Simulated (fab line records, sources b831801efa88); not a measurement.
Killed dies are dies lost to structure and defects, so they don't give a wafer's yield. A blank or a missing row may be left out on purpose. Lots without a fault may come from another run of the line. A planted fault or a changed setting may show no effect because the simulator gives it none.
A struck lot beside a sound one | flow sky130 | 15 steps out of a route of 708
Sound: wafers L351.1, L351.5, L351.6. Struck: wafers L350.3, L350.5, L350.6. The cause comes at the end.
At each step with rows: each side's tool, then ch and its chambers, then its first start. Under that, the readings that differ: sound wafers | struck wafers | difference of the means | sigmas: that difference in standard deviations of wafers without a fault.
alike: readings whose means differ by less than 2 such deviations, and words and numbers that are the same on both sides. not compared: withheld readings, readings that some wafer has no value for, bounds like >300 that may hide the same value, and numbers for which the record gives no deviation and whose values overlap.
The two part at a step that has a row with sigmas, a row that says differs or no value, or rows on one side only. Numbers that don't overlap but have no deviation are shown without sigmas and don't part them. A reading that every wafer of one side lacks parts them only if that side has two wafers or more.

SKY_VIA3_BOW_MEAS_03:
  sound on film_metro-01, day 45 00:57; struck on film_metro-04, day 44 17:32
  alike: VIA3_BOW
then, 8 steps without rows for these wafers: SKY_VIA3_DEHYDRATE_04 (time 60 s); SKY_VIA3_HMDS_05 (prime time 60 s); SKY_VIA3_COAT_06 (resist thk 60 nm); SKY_VIA3_COAT_07 (resist thk 450 nm); SKY_VIA3_SOFTBAKE_08 (time 90 s); SKY_VIA3_EXPOSE_09 (exposes mask VIM3, target cd 200 nm); SKY_VIA3_PEB_10; SKY_VIA3_DEVELOP_11 (develop time 60 s).
SKY_VIA3_CD_MEAS_12: target cd 200 nm.
  sound on cd_sem-02, day 45 21:42; struck on cd_sem-01, day 45 14:52
  alike: cd_nm
SKY_VIA3_OVL_MEAS_13:
  sound on overlay-01, day 45 21:49; struck on overlay-02, day 45 14:57
  alike: VIA3_OVL
SKY_VIA3_ETCH_14: etches BARC in N2/H2, stops on SiO2, time 45.9 s, target depth 60 nm.
  sound on rie_diel-03 ch 0,1,2, day 45 21:52; struck on rie_diel-04 ch 1,2, day 45 14:58
  alike: bias_w, chamber_pressure_mTorr, drypump_motor_current_A, oes_product_au, rf_fwd_power_W, throttle_valve_pct
  not compared: rf_hours_counter_h
SKY_VIA3_ETCH_15: etches SiO2 in C4F8/O2/Ar, stops on TiN, target depth 507 nm, time 78 s.
  sound on rie_diel-03 ch 0,1,2, day 45 21:54; struck on rie_diel-04 ch 1,2, day 45 15:01
  no value came back on the struck wafers for bias_w (W), chamber_pressure_mTorr (mTorr), oes_product_au (a.u.), rf_fwd_power_W (W); on the sound wafers bias_w (W) reads 1195 1201 1204
  reading                                     | sound             | struck            | difference | sigmas
  model.KrF-thick_of_VIA3_COAT_07.thk_nm (nm) | 290.3 288.3 286.6 | 393.9 394.3 395.2 | +106.1     |
  not compared: rf_hours_counter_h
SKY_VIA3_STRIP_16: strips in O2/N2.
  sound on plasma_asher-01 ch 0,1, day 45 21:58; struck on plasma_asher-02 ch 0,1, day 45 15:07
  reading                      | sound             | struck            | difference | sigmas
  oes_product_au (a.u.)        | 0.406 0.407 0.394 | 0.440 0.451 0.444 | +0.043     | +9
  strip_time_to_endpoint_s (s) | 4.120 4.092 4.080 | 5.222 5.208 5.223 | +1.120     | +45
  alike: drypump_motor_current_A
  not compared: rf_hours_counter_h
then, 1 step without rows for these wafers: SKY_VIA3_STRIP_17 (strips in post etch residue remover, time 1200 s).

WHERE THEY PART
First at SKY_VIA3_ETCH_15; last, within this record, at SKY_VIA3_STRIP_16.

WHY: what the simulator had put in
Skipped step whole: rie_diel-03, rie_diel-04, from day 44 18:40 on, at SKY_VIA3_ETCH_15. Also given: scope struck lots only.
